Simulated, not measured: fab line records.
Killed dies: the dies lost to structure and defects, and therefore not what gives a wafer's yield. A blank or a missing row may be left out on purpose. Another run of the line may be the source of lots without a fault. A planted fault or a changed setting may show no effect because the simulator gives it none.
Matching of chambers || flow gf180mcu || 4 sister chambers for GF_V1_CMP_04 on cmp-02
The step polishes SiO2. 4 wafers are shown with their chamber, then 7 later ones without.

EACH WAFER AND ITS CHAMBER
{"wafer": "L941.6", "chamber": 2, "motor current A (A)": 10.8}
{"wafer": "L942.1", "chamber": 0, "motor current A (A)": 13.6}
{"wafer": "L943.2", "chamber": 1, "motor current A (A)": 12.2}
{"wafer": "L943.4", "chamber": 3, "motor current A (A)": 11.7}

WAFERS MISSING THEIR CHAMBER
{"wafer": "L943.5", "motor current A (A)": 11.4}
{"wafer": "L946.1", "motor current A (A)": 11.1}
{"wafer": "L946.2", "motor current A (A)": 11.3}
{"wafer": "L946.5", "motor current A (A)": 11.8}
{"wafer": "L949.1", "motor current A (A)": 14.1}
{"wafer": "L949.4", "motor current A (A)": 11.6}
{"wafer": "L949.5", "motor current A (A)": 13.8}

WHICH CHAMBER EACH ONE RAN IN
{"wafer": "L943.5", "from the rows above": "can't be placed: 3 or 2 or 1", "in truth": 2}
{"wafer": "L946.1", "from the rows above": "can't be placed: 2 or 3", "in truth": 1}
{"wafer": "L946.2", "from the rows above": "can't be placed: 3 or 2 or 1", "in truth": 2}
{"wafer": "L946.5", "from the rows above": "can't be placed: 3 or 1", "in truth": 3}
{"wafer": "L949.1", "from the rows above": 0, "in truth": 0}
{"wafer": "L949.4", "from the rows above": "can't be placed: 3 or 1", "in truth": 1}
{"wafer": "L949.5", "from the rows above": 0, "in truth": 0}
Correctly placed: 2 of 7. Cannot be placed on the basis of these rows: 5; the candidates contain the true chamber in 4. 0 placed wrongly.
How it was worked out, from the rows above alone: a wafer's distance from a chamber is the root of the sum, over the readings, of the square of ((its reading less the chamber's mean) divided by the reading's scatter). The wafer belongs to the nearest chamber; if the next one is less than 2 further off, it can't be placed. For every chamber, the mean is computed from those of its wafers that are shown. The scatter: root of mean squared gap, hidden wafer to nearest shown wafer, with one shown wafer a chamber.
